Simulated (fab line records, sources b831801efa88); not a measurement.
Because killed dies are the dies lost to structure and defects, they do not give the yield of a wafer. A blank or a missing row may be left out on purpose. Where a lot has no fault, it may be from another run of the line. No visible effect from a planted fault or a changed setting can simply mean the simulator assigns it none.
Matching of chambers -- flow sky130 -- SKY_POLY_CUT_ETCH_11 on rieDiel-01: 4 sister chambers
The step etches Si3N4 in CF4/CH2F2/Ar, stops on poly-Si, time 42.5 s, target depth 60 nm. 7 wafers are shown with their chamber, then 7 later ones without.

## WAFERS PAIRED WITH THEIR CHAMBERS
wafer,chamber,drypumpMotorCurrentA (A),rfFwdPowerW (W)
L202.2,2,6.25,591.8
L204.4,0,5.84,590.6
L206.2,0,5.82,589.2
L206.6,3,5.41,595.6
L208.4,3,5.41,595.6
L208.5,1,5.56,593.4
L218.3,1,5.58,598.1

## WAFERS WITH NO CHAMBER GIVEN
wafer,drypumpMotorCurrentA (A),rfFwdPowerW (W)
L218.4,5.83,587.8
L221.1,5.41,596.5
L221.3,5.86,589.1
L221.5,5.40,595.4
L222.2,5.81,591.3
L222.3,5.40,596.8
L222.4,6.23,591.3

## CHAMBER TAKEN BY EACH
wafer,from the rows above,in truth
L218.4,0,0
L221.1,3,3
L221.3,0,0
L221.5,3,3
L222.2,0,0
L222.3,3,3
L222.4,2,2
Placed correctly: 7 of 7. From these rows, 0 cannot be placed. 0 placed wrongly.
How it was worked out, from the rows above alone: a wafer's distance from a chamber is the root of the sum, over the readings, of the square of ((its reading less the chamber's mean) divided by the reading's scatter). The wafer belongs to the nearest chamber; if the next one is less than 2 further off, it can't be placed. Each chamber's mean is taken over the wafers shown for it. The scatter: the root of (the sum of the squares of (reading less its chamber's mean) over the shown wafers, divided by (wafers less chambers)).
